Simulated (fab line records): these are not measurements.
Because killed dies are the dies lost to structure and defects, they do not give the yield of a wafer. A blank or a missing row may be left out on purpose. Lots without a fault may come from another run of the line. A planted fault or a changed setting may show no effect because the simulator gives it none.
Which tool did it? + flow gf180mcu + 13 lots, 39 wafers sampled, at 4 steps of a route of 602

## WHAT EACH GAUGE READ, for each wafer
GF_STI_THK_MEAS_04. Usual: STI_CVD_03_THK 216.5 nm, standard deviation 1.5.
| lot  | measured    | on            | STI_CVD_03_THK (nm) | flag |
|------|-------------|---------------|---------------------|------|
| L117 | day 1 14:54 | film_metro-03 | 216.5 218.0 218.2   |      |
| L118 | day 1 18:34 | film_metro-01 | 214.9 218.2 216.9   |      |
| L119 | day 1 23:34 | film_metro-01 | 215.6 215.6 215.2   |      |
| L120 | day 2 05:45 | film_metro-03 | 216.5 218.0 217.3   |      |
| L121 | day 2 10:00 | film_metro-01 | 219.1 218.2 219.6   |      |
| L122 | day 2 14:52 | film_metro-01 | 218.5 218.0 218.2   |      |
| L123 | day 2 20:00 | film_metro-03 | 218.8 218.3 216.0   |      |
| L124 | day 3 00:35 | film_metro-03 | 215.1 215.8 215.9   |      |
| L129 | day 4 01:34 | film_metro-02 | 216.7 215.2 215.1   |      |
| L131 | day 4 11:35 | film_metro-02 | 216.9 217.6 218.1   |      |
| L132 | day 4 18:05 | film_metro-03 | 215.9 216.2 216.7   |      |
| L137 | day 5 17:34 | film_metro-03 | 217.5 215.9 216.5   |      |
| L140 | day 6 08:35 | film_metro-03 | 216.5 215.8 216.0   |      |

GF_VT_IMPLANT_OVL_MEAS_07. Usual: VT_IMPLANT_OVL -0.1 nm, standard deviation 1.3.
| lot  | measured     | on         | VT_IMPLANT_OVL (nm) | flag |
|------|--------------|------------|---------------------|------|
| L117 | day 5 15:20  | overlay-02 | -2.0 -1.1 -1.8      |      |
| L118 | day 5 18:31  | overlay-02 | -1.1 -0.5 -3.1      |      |
| L119 | day 6 00:46  | overlay-01 | 1.6 0.8 2.6         |      |
| L120 | day 6 08:35  | overlay-01 | -1.7 -0.6 -0.8      |      |
| L121 | day 6 13:17  | overlay-02 | 1.6 0.7 0.3         |      |
| L122 | day 6 21:53  | overlay-02 | 0.0 -0.1 0.0        |      |
| L123 | day 7 03:10  | overlay-02 | -2.7 -2.3 -1.4      |      |
| L124 | day 7 07:47  | overlay-01 | 0.1 -0.7 -0.8       |      |
| L129 | day 8 16:53  | overlay-02 | -0.3 1.5 1.2        |      |
| L131 | day 9 04:46  | overlay-01 | 2.5 1.9 1.4         |      |
| L132 | day 9 13:55  | overlay-01 | 0.0 0.3 1.6         |      |
| L137 | day 10 16:34 | overlay-01 | 1.5 0.0 0.7         |      |
| L140 | day 11 14:26 | overlay-01 | 1.3 1.3 2.3         |      |

GF_HV_LDD_CD_MEAS_19: the cd target is 400 nm. Usual: cd_nm reads 400.3 nm (standard deviation 2.9).
| lot  | measured     | on        | cd_nm (nm)        | flag |
|------|--------------|-----------|-------------------|------|
| L117 | day 10 20:29 | cd_sem-02 | 401.4 401.8 400.7 |      |
| L118 | day 11 01:31 | cd_sem-02 | 402.4 401.3 399.2 |      |
| L119 | day 11 06:56 | cd_sem-02 | 393.5 394.1 395.8 |      |
| L120 | day 11 17:10 | cd_sem-01 | 398.8 398.6 399.7 |      |
| L121 | day 11 21:00 | cd_sem-01 | 397.1 396.6 395.3 |      |
| L122 | day 12 08:19 | cd_sem-02 | 398.2 400.9 402.7 |      |
| L123 | day 12 14:28 | cd_sem-01 | 399.1 397.4 398.9 |      |
| L124 | day 12 20:12 | cd_sem-01 | 399.8 401.2 402.0 |      |
| L129 | day 14 13:41 | cd_sem-01 | 406.0 404.5 406.5 |      |
| L131 | day 15 02:58 | cd_sem-02 | 399.3 401.6 399.6 |      |
| L132 | day 15 15:13 | cd_sem-02 | 401.7 399.9 401.3 |      |
| L137 | day 17 00:13 | cd_sem-02 | 402.4 401.2 401.0 |      |
| L140 | day 18 03:56 | cd_sem-02 | 402.1 404.8 402.7 |      |

## TOOL THAT RAN EACH LOT (tool first, then ch and the chambers of the sampled wafers, then the start)
| lot  | GF_DNWELL_DEVELOP_06             |
|------|----------------------------------|
| L117 | litho_track-04 ch 0, day 2 19:00 |
| L118 | litho_track-04 ch 0, day 2 23:00 |
| L119 | litho_track-03 ch 0, day 3 03:00 |
| L120 | litho_track-04 ch 0, day 3 10:00 |
| L121 | litho_track-01 ch 0, day 3 14:00 |
| L122 | litho_track-04 ch 0, day 3 21:00 |
| L123 | litho_track-04 ch 0, day 4 01:00 |
| L124 | litho_track-03 ch 0, day 4 06:00 |
| L129 | litho_track-03 ch 0, day 5 09:00 |
| L131 | litho_track-03 ch 0, day 5 18:00 |
| L132 | litho_track-03 ch 0, day 6 03:00 |
| L137 | litho_track-04 ch 0, day 7 03:00 |
| L140 | litho_track-01 ch 0, day 7 21:00 |
- GF_DNWELL_DEVELOP_06: develop time 60 s.

## AS READ BY THE TOOLS THEMSELVES (means over the sampled wafers that have a number; for cases with no such wafer, the mark the record gives instead)
GF_DNWELL_DEVELOP_06. Usual: developer_temp_C 23.03 C, standard deviation 0.1; resist_line_temp_C 23.03 C, standard deviation 0.097.
| lot  | tool           | developer_temp_C (C) | resist_line_temp_C (C) | flag |
|------|----------------|----------------------|------------------------|------|
| L117 | litho_track-04 | 22.96                | 23.08                  |      |
| L118 | litho_track-04 | 22.96                | 23.02                  |      |
| L119 | litho_track-03 | 23.03                | 23.17                  |      |
| L120 | litho_track-04 | 23.03                | 23.14                  |      |
| L121 | litho_track-01 | 23.01                | 22.99                  |      |
| L122 | litho_track-04 | 23.14                | 23.07                  |      |
| L123 | litho_track-04 | 22.99                | 23.05                  |      |
| L124 | litho_track-03 | 22.94                | 22.96                  |      |
| L129 | litho_track-03 | 22.25                | 22.98                  | OFF  |
| L131 | litho_track-03 | 22.20                | 23.00                  | OFF  |
| L132 | litho_track-03 | 21.97                | 23.06                  | OFF  |
| L137 | litho_track-04 | 22.96                | 23.01                  |      |
| L140 | litho_track-01 | 23.00                | 23.15                  |      |

## THE ANSWER, worked out from the rows above alone
Rule: a lot is off if the mean of its wafers that have a number lies more than 3 standard deviations from the usual mean. A lot without any number at a reading at which 4 lots or more have one is off too. All remaining lots with rows at the step are treated as sound. The gauges are gone through in route order, then the tools' own readings, and for those a lot's mean is taken as printed above. The first step at which some lot is off is used, and at that step the reading that is off furthest; a lot without a number counts as furthest.
Off: L129, L131, L132 (GF_DNWELL_DEVELOP_06, developer_temp_C).
A tool fits if, at that step or a process step before it, it ran every lot that is off, and no sound lot after the first of them. One candidate fits, namely litho_track-03 at GF_DNWELL_DEVELOP_06. Its last sound lot is L124 (day 4 06:00), its first lot that is off L129 (day 5 09:00): a fault that began between those two fits.
The tool's own readings at GF_DNWELL_DEVELOP_06 bear it out: on the lots that are off they differ by more than 5 times the standard deviation of the sound lots' means. developer_temp_C reads 22.14 C there against 23.00 C on the sound lots.

## WHAT WAS PUT IN BY THE SIMULATOR
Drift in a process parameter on litho_track-03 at GF_DNWELL_DEVELOP_06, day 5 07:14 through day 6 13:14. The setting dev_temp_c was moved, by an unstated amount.
Struck lots among those shown: L129, L131, L132. Same finding as the rule above.
